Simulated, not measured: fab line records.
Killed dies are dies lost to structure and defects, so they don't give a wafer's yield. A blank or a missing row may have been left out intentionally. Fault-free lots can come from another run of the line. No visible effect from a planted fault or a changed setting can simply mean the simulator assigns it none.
2 desks, one fault :: flow gf180mcu :: what lay behind the numbers comes last; until then each desk has only its own

THE METROLOGY DESK
What the gauges read, lot by lot, whatever tool the lot ran on: means of the sampled wafers that have a number. The brackets show how far a lot's mean lies from the usual mean; more than 4 standard deviations puts the lot out of limits, marked OUT.
Columns: A = V4_CVD_02_THK at GF_V4_THK_MEAS_03, usual 852 nm
lot: L101
first seen here: day 23 11:09
A: 862

lot: L104
first seen here: day 24 15:40
A: 847

lot: L105
first seen here: day 24 23:40
A: 854

lot: L106
first seen here: day 25 10:10
A: 845

lot: L107
first seen here: day 25 17:05
A: 851

lot: L108
first seen here: day 26 08:55
A: 835

lot: L109
first seen here: day 26 12:00
A: 860

lot: L110
first seen here: day 26 17:43
A: 848

lot: L112
first seen here: day 27 11:27
A: 842

lot: L113
first seen here: day 27 16:27
A: 851

lot: L114
first seen here: day 27 21:36
A: 858

lot: L121
first seen here: day 29 23:25
A: 839

lot: L123
first seen here: day 30 10:02
A: 848

lot: L124
first seen here: day 30 15:31
A: 844
This desk's finding: nothing out of limits on any of the 14 lots.

THE TOOL OWNER'S DESK: plasma asher-03
The tool's own readings at GF_DNWELL_STRIP_08 (strips in O2/N2): means of the sampled wafers that have a number, for each lot that ran on this tool. The brackets show how far a lot's mean lies from the usual mean; more than 4 standard deviations puts the lot out of limits, marked OUT.
Columns: A = drypump motor current A at GF_DNWELL_STRIP_08, usual 5.69 A; B = heater power w at GF_DNWELL_STRIP_08, usual 317 W; C = n2 flow sccm at GF_DNWELL_STRIP_08, usual 300.0 sccm; D = oes product au at GF_DNWELL_STRIP_08, usual 0.722 a.u.; E = strip time to endpoint s at GF_DNWELL_STRIP_08, usual 37.18 s
lot: L101
first seen here: day 2 17:09
A: 5.48
B: 324
C: 301.1
D: 0.720
E: 37.26

lot: L104
first seen here: day 3 11:49
A: 5.47
B: 322
C: 299.4
D: 0.723
E: 37.17

lot: L106
first seen here: day 3 20:54
A: 5.50
B: 322
C: 299.1
D: 0.724
E: 37.04

lot: L107
first seen here: day 4 03:43
A: 5.49
B: 322
C: 300.4
D: 0.722
E: 37.15

lot: L109
first seen here: day 4 13:42
A: 5.47
B: 323
C: 299.4
D: 0.719
E: 37.36

lot: L110
first seen here: day 4 17:24
A: 5.63
B: 322
C: 299.2
D: 0.724
E: 37.19

lot: L112
first seen here: day 5 05:01
A: 5.48
B: 319
C: 300.9
D: 0.724
E: 37.21

lot: L114
first seen here: day 5 14:47
A: 5.48
B: 324
C: 299.7
D: 0.723
E: 37.15
This desk's finding: nothing out of limits on any of the 8 lots.

PUT TOGETHER
From the metrology desk's view, nothing was out of limits.
Nothing out of limits was seen by the tool owner's desk.

WHAT THE SIMULATOR PUT IN
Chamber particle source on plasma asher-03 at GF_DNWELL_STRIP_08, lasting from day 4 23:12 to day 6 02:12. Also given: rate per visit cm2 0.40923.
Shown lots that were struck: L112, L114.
